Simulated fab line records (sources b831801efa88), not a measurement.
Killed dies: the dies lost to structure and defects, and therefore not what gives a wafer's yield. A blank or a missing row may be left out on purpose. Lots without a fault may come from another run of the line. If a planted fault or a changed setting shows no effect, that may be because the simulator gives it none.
Comparing a struck lot with a sound one || flow sky130 || 35 steps out of a route of 708
Sound: the wafers L207.3, L207.4, L207.6. Struck: wafer L216.3. (L216.4 of the same lot was not struck and is left out.) The cause comes at the end.
For every step that has rows: the tool of each side, followed by ch and its chambers, followed by its first start. Under that, the readings that differ: sound wafers || struck wafers || difference of the means || sigmas: that difference in standard deviations of wafers without a fault.
alike: readings whose means differ by less than 2 such deviations, and words and numbers that are the same on both sides. not compared: withheld readings, readings that some wafer has no value for, bounds like >300 that may hide the same value, and numbers for which the record gives no deviation and whose values overlap.
The two part at a step that has a row with sigmas, a row that says differs or no value, or rows on one side only. When numbers do not overlap yet have no deviation, they are printed without sigmas and do not part them. Lack of a reading on every wafer of one side parts them only where that side has two or more wafers.

SKY_SD_P_CD_MEAS_07 targets a cd of 380 nm.
  struck on cdSem-02, day 31 08:48; sound on cdSem-02, day 28 12:32
  alike: cdNm
SKY_SD_P_OVL_MEAS_08:
  struck on overlay-01, day 31 08:53; sound on overlay-01, day 28 12:38
  alike: SD_P_OVL
following that, these wafers have no rows for 1 step: SKY_SD_P_IMPLANT_09.
SKY_SD_P_STRIP_10: strips in O2/N2.
  sound on plasmaAsher-04 ch 0,1, day 28 12:50; struck on plasmaAsher-04 ch 1, day 31 09:06
  alike: drypumpMotorCurrentA, oesProductAu, stripTimeToEndpointS
  not compared: rfHoursCounterH
SKY_SD_P_TW_MEAS_11:
  struck on filmMetro-04, day 31 09:11; sound on filmMetro-04, day 28 12:56
  alike: SD_P_TW
then, 7 steps without rows for these wafers: SKY_RES_XHIGH_DEHYDRATE_00 (time 60 s); SKY_RES_XHIGH_HMDS_01 (prime time 60 s); SKY_RES_XHIGH_COAT_02 (resist thk 1140 nm); SKY_RES_XHIGH_SOFTBAKE_03 (time 60 s); SKY_RES_XHIGH_EXPOSE_04 (exposes mask URPM, target cd 1270 nm); SKY_RES_XHIGH_PEB_05; SKY_RES_XHIGH_DEVELOP_06 (develop time 60 s).
SKY_RES_XHIGH_IMPLANT_07:
  sound on implanter-01 ch 0, day 29 17:01; struck on implanter-04 ch 0, day 32 12:14
SKY_RES_XHIGH_STRIP_08: strips in O2/N2.
  sound on plasmaAsher-02 ch 0,1, day 29 17:08; struck on plasmaAsher-03 ch 1, day 32 12:23
{"reading": "stripTimeToEndpointS (s)", "sound": "14.29 14.28 14.34", "struck": 14.15, "difference": -0.15, "sigmas": -4}
  alike: drypumpMotorCurrentA, oesProductAu
  not compared: rfHoursCounterH
SKY_RES_XHIGH_TW_MEAS_09:
  struck on filmMetro-04, day 32 12:28; sound on filmMetro-01, day 29 17:14
  alike: RES_XHIGH_TW
then, 7 steps without rows for these wafers: SKY_SD_N_DEHYDRATE_00 (time 60 s); SKY_SD_N_HMDS_01 (prime time 60 s); SKY_SD_N_COAT_02 (resist thk 1140 nm); SKY_SD_N_SOFTBAKE_03 (time 60 s); SKY_SD_N_EXPOSE_04 (exposes mask NSDM, target cd 380 nm); SKY_SD_N_PEB_05; SKY_SD_N_DEVELOP_06 (develop time 60 s).
SKY_SD_N_CD_MEAS_07 targets a cd of 380 nm.
  struck on cdSem-01, day 33 14:48; sound on cdSem-01, day 30 21:07
  alike: cdNm
SKY_SD_N_OVL_MEAS_08:
  struck on overlay-02, day 33 14:53; sound on overlay-01, day 30 21:13
  alike: SD_N_OVL
then, 2 steps without rows for these wafers: SKY_SD_N_IMPLANT_09; SKY_SD_N_IMPLANT_10.
SKY_SD_N_STRIP_11: strips in O2/N2.
  sound on plasmaAsher-01 ch 0,1, day 30 21:34; struck on plasmaAsher-01 ch 0, day 33 15:15
  alike: drypumpMotorCurrentA, oesProductAu, stripTimeToEndpointS
  not compared: rfHoursCounterH
SKY_SD_N_TW_MEAS_12:
  struck on filmMetro-04, day 33 15:20; sound on filmMetro-01, day 30 21:39
  alike: SD_N_TW
then, 1 step without rows for these wafers: SKY_SD_N_CLEAN_13 (cleans in SC1/SC2, time 150 s).
SKY_SD_N_RTA_14: time 2 s.
  sound on rtpAnneal-02 ch 0, day 30 21:46; struck on rtpAnneal-01 ch 0, day 33 15:28
  alike: lampPowerPct, wafer_temp_C_max
SKY_SD_N_RS_MEAS_16: measures by four-point-probe.
  struck on filmMetro-02, day 33 15:41; sound on filmMetro-01, day 30 21:57
  alike: SD_N_RS
SKY_SD_N_RS_MEAS_17: measures by four-point-probe.
  struck on filmMetro-02, day 33 15:49; sound on filmMetro-01, day 30 22:04
{"reading": "SD_P_RS (ohm/sq)", "sound": "147.9 147.7 147.8", "struck": 147.1, "difference": -0.7, "sigmas": -2}
SKY_SD_N_RS_MEAS_18: measures by four-point-probe.
  struck on filmMetro-02, day 33 15:56; sound on filmMetro-01, day 30 22:11
{"reading": "RES_XHIGH_RS (ohm/sq)", "sound": "334.4 334.2 333.1", "struck": 393.2, "difference": "+59.3", "sigmas": "+54"}
then, 1 step without rows for these wafers: SKY_SALICIDE_CLEAN_00 (cleans in HF-last, time 30 s).
-- the record jumps here: 16 days lie between the struck wafers' starts before and after (it left off in module SALICIDE and takes up again in module PAD_OPEN, whose first step shown is number 708 of the route) --
SKY_PAD_OPEN_PROBE_99:
  struck on prober-01, day 49 23:45; sound on prober-02, day 48 02:23
{"reading": "killedAtContacts", "sound": "40 39 27", "struck": 21, "difference": -14, "sigmas": -2}
{"reading": "killedDies", "sound": "107 106 91", "struck": 75, "difference": -26, "sigmas": -3}
{"reading": "killedShort", "sound": "48 46 40", "struck": 28, "difference": -17, "sigmas": -3}
{"reading": "model.etest.resXhighPo.lineOhmUm", "sound": "5779 5882 5653", "struck": 1.192e+04, "difference": "+6.149e+03", "sigmas": ""}
{"reading": "model.etest.resXhighPo.rsOhmSqRange", "sound": "216.9 172.3 203.2", "struck": 2345, "difference": "+2148", "sigmas": ""}
{"reading": "model.etest.resXhighPo.rsOhmSq", "sound": "2033 1992 2001", "struck": 4235, "difference": "+2226", "sigmas": ""}
{"reading": "model.etest.resXhighPo.rsOhmSqRimLessCentre", "sound": "-169.9 -133.7 -158.4", "struck": -1090, "difference": -936, "sigmas": ""}
  alike: killed_at_M0_to_M3, killed_at_M4_up, killedAtFrontEnd, killedAtOther, killedOpen

== WHERE THEY PART ==
At SKY_RES_XHIGH_STRIP_08 first; at SKY_PAD_OPEN_PROBE_99 last (within this record only).

WHY: whatever the simulator had introduced
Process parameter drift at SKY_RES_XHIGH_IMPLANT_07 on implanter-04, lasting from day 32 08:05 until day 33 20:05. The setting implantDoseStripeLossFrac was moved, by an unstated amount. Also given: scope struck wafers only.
